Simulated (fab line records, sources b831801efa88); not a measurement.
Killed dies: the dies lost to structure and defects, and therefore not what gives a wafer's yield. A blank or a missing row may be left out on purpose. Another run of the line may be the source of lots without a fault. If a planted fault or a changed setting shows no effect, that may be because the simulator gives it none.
fab line records    flow sky130
[record] lots = 13  wafers = 39  lastDay = 50
route steps=708 shown FIELD_ISO@14 NWELL@34 VT_ADJUST_HVTP@89 VT_ADJUST_LVTN@107
lots untouched by any fault: they come from a run of this same line in which no faults occurred
startH: start of the lot's first displayed wafer, in hours after the record's first day    waitH: hours from the lot's prior step to this one    " the same as in the row above    L1.1+2: one row covering several wafers at once    - value missing, or start not given    * or withheld: withheld    < > ~ a bound
route shown NAME@n: names a module that has steps shown in the file, with the first one's number in the route    usual: average and standard deviation across the fault-free wafers    same: alike in all rows    chamber/n: place in a boat    sites: each site's reading    _std_site: standard deviation across them    _edge_site: outer sites' mean less inner sites'    radiusMm: how far each site lies from the wafer's centre    mask NAME#n: copy n    behind: the tool/chamber that last shaped the wafer    hold: cause of the lot's hold/its duration in hours/its outcome    device: the n, p or np transistor that did not switch    end of line: tests of these same wafers at the route's end    a step without rows: its recipe alone    killed: the dies lost at the first sort to structure and to defects; this is not the yield of the wafer    map: shows each die of a wafer: x if killed, . if not, _ if none is there
set.NAME: setting as actually run; set.NAME@STEP: the setting as run at that earlier step    model.NAME: the simulator's own value behind a step, which no gauge read
one table for each step of the route and one row for each wafer, over a sample of lots
services: the hour from which a tool's chamber was out of use, counted from the record's first day as startH (under 0 if before that day), plus the number of hours and why
[[steps]]
[step SKY_FIELD_ISO_CD_MEAS_13]
[recipe] targetCdNm = 150
[usual] cdNm = 149.6/1.3
lot.wafer  tool      chamber  startH  waitH  cdNm
L127.2     cdSem-02  -        29.57   -      147.7
L127.3     "         -        "       "      149.1
L127.6     "         -        "       "      148.4
L128.1     cdSem-01  -        34.31   -      150.6
L128.5     "         -        "       "      149.8
L128.6     "         -        "       "      151.2
L130.4     cdSem-02  -        45.86   -      149.6
L130.5     "         -        "       "      148.7
L130.6     "         -        "       "      149.1
L131.1     cdSem-02  -        50.26   -      152.0
L131.2     "         -        "       "      151.0
L131.3     "         -        "       "      152.3
L132.4     cdSem-02  -        54.80   -      148.8
L132.5     "         -        "       "      149.2
L132.6     "         -        "       "      148.0
L133.1     cdSem-02  -        58.96   -      149.8
L133.3     "         -        "       "      148.7
L133.6     "         -        "       "      149.3
L134.3     cdSem-02  -        64.73   -      149.5
L134.4     "         -        "       "      149.4
L134.5     "         -        "       "      149.4
L143.2     cdSem-01  -        111.47  -      151.4
L143.3     "         -        "       "      149.2
L143.4     "         -        "       "      151.8
L144.1     cdSem-01  -        119.01  -      148.2
L144.4     "         -        "       "      148.1
L144.6     "         -        "       "      148.3
L145.1     cdSem-02  -        122.11  -      149.1
L145.3     "         -        "       "      148.2
L145.6     "         -        "       "      150.0
L146.1     cdSem-01  -        128.51  -      149.9
L146.2     "         -        "       "      150.7
L146.3     "         -        "       "      149.3
L148.3     cdSem-02  -        138.23  -      151.1
L148.5     "         -        "       "      151.9
L148.6     "         -        "       "      150.6
L149.2     cdSem-01  -        142.73  -      150.3
L149.4     "         -        "       "      149.6
L149.5     "         -        "       "      148.4
[step SKY_NWELL_THK_MEAS_02]
[recipe] reads = SiO2_of_NWELL_OXIDATION_01
[usual] NWELL_OXIDATION_THK = 10.02/0.19
lot.wafer  tool          chamber  startH  waitH  NWELL_OXIDATION_THK[nm]
L127.2     filmMetro-02  -        37.55   0.0    10.02
L127.3     "             -        "       "      9.94
L127.6     "             -        "       "      10.01
L128.1     filmMetro-03  -        41.35   0.0    10.15
L128.5     "             -        "       "      10.08
L128.6     "             -        "       "      10.12
L130.4     filmMetro-04  -        54.91   0.0    9.83
L130.5     "             -        "       "      9.75
L130.6     "             -        "       "      9.93
L131.1     filmMetro-04  -        58.94   0.0    9.89
L131.2     "             -        "       "      9.97
L131.3     "             -        "       "      10.02
L132.4     filmMetro-02  -        62.22   0.0    10.18
L132.5     "             -        "       "      10.18
L132.6     "             -        "       "      10.13
L133.1     filmMetro-02  -        66.42   0.0    10.30
L133.3     "             -        "       "      10.01
L133.6     "             -        "       "      10.16
L134.3     filmMetro-04  -        73.31   0.0    9.92
L134.4     "             -        "       "      9.99
L134.5     "             -        "       "      9.85
L143.2     filmMetro-04  -        119.81  0.0    9.82
L143.3     "             -        "       "      9.82
L143.4     "             -        "       "      9.75
L144.1     filmMetro-04  -        125.48  0.0    9.98
L144.4     "             -        "       "      9.98
L144.6     "             -        "       "      9.92
L145.1     filmMetro-03  -        128.39  0.0    10.36
L145.3     "             -        "       "      10.50
L145.6     "             -        "       "      10.53
L146.1     filmMetro-03  -        134.72  0.0    10.02
L146.2     "             -        "       "      10.08
L146.3     "             -        "       "      10.06
L148.3     filmMetro-02  -        148.38  0.0    10.25
L148.5     "             -        "       "      10.37
L148.6     "             -        "       "      10.25
L149.2     filmMetro-02  -        150.67  0.0    10.10
L149.4     "             -        "       "      10.30
L149.5     "             -        "       "      10.11
[step SKY_VT_ADJUST_HVTP_EXPOSE_04]
[recipe] maskId = HVTPM  na = 0.6  sourceShape = conventional  sigmaOuter = 0.6  polarization = unpolarized  targetCdNm = 380  doseMj = 140
lot.wafer   tool             chamber  startH  waitH  mask
L127.2+3+6  ilineStepper-02  0        113.14  -      HVTPM#0
L128.1+5+6  ilineStepper-01  0        117.29  -      HVTPM#0
L130.4+5+6  ilineStepper-01  0        132.65  -      HVTPM#0
L131.1+2+3  ilineStepper-02  0        139.54  -      HVTPM#0
L132.4+5+6  ilineStepper-01  0        143.49  -      HVTPM#0
L133.1+3+6  ilineStepper-01  0        148.29  -      HVTPM#0
L134.3+4+5  ilineStepper-01  0        154.40  -      NWM_COMPLEMENT#0
L143.2+3+4  ilineStepper-02  0        210.54  -      HVTPM#0
L144.1+4+6  ilineStepper-01  0        220.42  -      HVTPM#0
L145.1+3+6  ilineStepper-02  0        220.99  -      HVTPM#0
L146.1+2+3  ilineStepper-01  0        229.72  -      HVTPM#0
L148.3+5+6  ilineStepper-01  0        243.76  -      HVTPM#0
L149.2+4+5  ilineStepper-02  0        247.94  -      HVTPM#0
[step SKY_VT_ADJUST_HVTP_CD_MEAS_07]
[recipe] targetCdNm = 380
[usual] cdNm = 380.1/2.3
lot.wafer  tool      chamber  startH  waitH  cdNm
L127.2     cdSem-01  -        122.32  0.1    382.7
L127.3     "         -        "       "      381.7
L127.6     "         -        "       "      382.5
L128.1     cdSem-01  -        126.95  0.1    377.8
L128.5     "         -        "       "      377.9
L128.6     "         -        "       "      376.3
L130.4     cdSem-02  -        142.06  0.1    381.2
L130.5     "         -        "       "      378.7
L130.6     "         -        "       "      380.0
L131.1     cdSem-02  -        149.20  0.1    377.2
L131.2     "         -        "       "      379.3
L131.3     "         -        "       "      377.7
L132.4     cdSem-02  -        152.47  0.1    379.6
L132.5     "         -        "       "      383.1
L132.6     "         -        "       "      383.0
L133.1     cdSem-01  -        157.41  0.1    378.3
L133.3     "         -        "       "      380.3
L133.6     "         -        "       "      380.4
L134.3     cdSem-01  -        164.54  0.1    -
L134.4     "         -        "       "      -
L134.5     "         -        "       "      -
L143.2     cdSem-01  -        221.48  0.1    382.1
L143.3     "         -        "       "      382.8
L143.4     "         -        "       "      381.1
L144.1     cdSem-01  -        231.60  0.1    379.7
L144.4     "         -        "       "      381.0
L144.6     "         -        "       "      377.5
L145.1     cdSem-02  -        231.69  0.1    382.4
L145.3     "         -        "       "      379.1
L145.6     "         -        "       "      380.6
L146.1     cdSem-01  -        240.64  0.1    382.2
L146.2     "         -        "       "      382.5
L146.3     "         -        "       "      384.1
L148.3     cdSem-01  -        254.15  0.1    378.7
L148.5     "         -        "       "      377.2
L148.6     "         -        "       "      379.4
L149.2     cdSem-01  -        259.32  0.1    383.6
L149.4     "         -        "       "      382.7
L149.5     "         -        "       "      386.9
[step SKY_VT_ADJUST_HVTP_TW_MEAS_11]
[usual] VT_ADJUST_HVTP_TW = 1359/8.9
lot.wafer  tool          chamber  startH  waitH  VT_ADJUST_HVTP_TW
L127.2     filmMetro-02  -        122.71  0.1    1379
L127.3     "             -        "       "      1370
L127.6     "             -        "       "      1369
L128.1     filmMetro-03  -        127.35  0.1    1362
L128.5     "             -        "       "      1359
L128.6     "             -        "       "      1358
L130.4     filmMetro-03  -        142.43  0.1    1356
L130.5     "             -        "       "      1357
L130.6     "             -        "       "      1364
L131.1     filmMetro-02  -        149.60  0.1    1366
L131.2     "             -        "       "      1362
L131.3     "             -        "       "      1366
L132.4     filmMetro-01  -        152.85  0.1    1352
L132.5     "             -        "       "      1344
L132.6     "             -        "       "      1346
L133.1     filmMetro-03  -        157.82  0.1    1358
L133.3     "             -        "       "      1351
L133.6     "             -        "       "      1351
L134.3     filmMetro-01  -        164.92  0.1    30
L134.4     "             -        "       "      30
L134.5     "             -        "       "      30
L143.2     filmMetro-01  -        221.88  0.1    1356
L143.3     "             -        "       "      1358
L143.4     "             -        "       "      1357
L144.1     filmMetro-03  -        232.00  0.1    1372
L144.4     "             -        "       "      1367
L144.6     "             -        "       "      1360
L145.1     filmMetro-03  -        232.10  0.1    1362
L145.3     "             -        "       "      1366
L145.6     "             -        "       "      1362
L146.1     filmMetro-03  -        241.05  0.1    1356
L146.2     "             -        "       "      1350
L146.3     "             -        "       "      1358
L148.3     filmMetro-03  -        254.54  0.1    1359
L148.5     "             -        "       "      1364
L148.6     "             -        "       "      1360
L149.2     filmMetro-02  -        259.71  0.1    1358
L149.4     "             -        "       "      1366
L149.5     "             -        "       "      1359
[step SKY_VT_ADJUST_LVTN_TW_MEAS_10]
[usual] VT_ADJUST_LVTN_TW = 241.1/1.7
lot.wafer  tool          chamber  startH  waitH  VT_ADJUST_LVTN_TW
L127.2     filmMetro-04  -        141.86  0.1    241.7
L127.3     "             -        "       "      241.4
L127.6     "             -        "       "      242.1
L128.1     filmMetro-02  -        146.52  0.1    243.9
L128.5     "             -        "       "      243.8
L128.6     "             -        "       "      244.5
L130.4     filmMetro-04  -        162.83  0.1    239.3
L130.5     "             -        "       "      240.0
L130.6     "             -        "       "      238.9
L131.1     filmMetro-04  -        170.42  0.1    241.8
L131.2     "             -        "       "      240.4
L131.3     "             -        "       "      240.3
L132.4     filmMetro-01  -        173.45  0.1    240.3
L132.5     "             -        "       "      238.8
L132.6     "             -        "       "      240.3
L133.1     filmMetro-04  -        178.42  0.1    239.8
L133.3     "             -        "       "      241.1
L133.6     "             -        "       "      240.5
L134.3     filmMetro-04  -        185.05  0.1    239.8
L134.4     "             -        "       "      240.2
L134.5     "             -        "       "      238.5
L143.2     filmMetro-01  -        244.24  0.1    242.4
L143.3     "             -        "       "      242.4
L143.4     "             -        "       "      240.6
L144.1     filmMetro-02  -        253.48  0.1    242.5
L144.4     "             -        "       "      243.9
L144.6     "             -        "       "      244.5
L145.1     filmMetro-01  -        254.10  0.1    240.4
L145.3     "             -        "       "      241.7
L145.6     "             -        "       "      241.2
L146.1     filmMetro-01  -        264.02  0.1    242.0
L146.2     "             -        "       "      240.9
L146.3     "             -        "       "      240.6
L148.3     filmMetro-02  -        279.45  0.1    244.4
L148.5     "             -        "       "      246.0
L148.6     "             -        "       "      243.9
L149.2     filmMetro-01  -        284.86  0.1    240.6
L149.4     "             -        "       "      240.1
L149.5     "             -        "       "      239.3
[[services]]
tool             chamber  startH  hours  kind
ilineStepper-02  -        127.29  2.1    pm
ilineStepper-02  -        129.37  -      consumableReplace:lamp
ilineStepper-01  -        135.79  1.7    pm
ilineStepper-01  -        175.28  2.1    pm
ilineStepper-01  -        177.37  -      consumableReplace:lamp
[[key]]
[firstSign] step = SKY_VT_ADJUST_HVTP_EXPOSE_04  reading = mask  direction = changed
[effect] step = SKY_VT_ADJUST_HVTP_CD_MEAS_07  reading = cdNm  direction = missing
[effect] step = SKY_VT_ADJUST_HVTP_TW_MEAS_11  reading = VT_ADJUST_HVTP_TW  direction = down  sigmas = 99+  usual = 1359  struck = 30
metAt SKY_VT_ADJUST_HVTP_EXPOSE_04
struckLots L134
sortLeftOut L134.3,L134.4,L134.5
testerLeftOut L134
notActingAt SKY_FIELD_ISO_CD_MEAS_13,SKY_NWELL_THK_MEAS_02,SKY_VT_ADJUST_LVTN_TW_MEAS_10
onsetBetween 148.29 154.40
[fault] kind = wrongMask  tool = any  chamber = -  onsetH = 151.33  steps = SKY_VT_ADJUST_HVTP_EXPOSE_04  auxCopy = NWM_COMPLEMENT#0  scope = struckLotsOnly
// testerLeftOut: of these lots the tester's yield and bins aren't shown, on N5 and GAA mostly nor the transistor test; their killed dies are dies lost to structure and defects alone, not to doping, threshold or leakage, so they don't give the yield
// sortLeftOut: the simulated sort isn't trusted on such a fault, so these wafers' sort isn't shown, and their yield isn't known
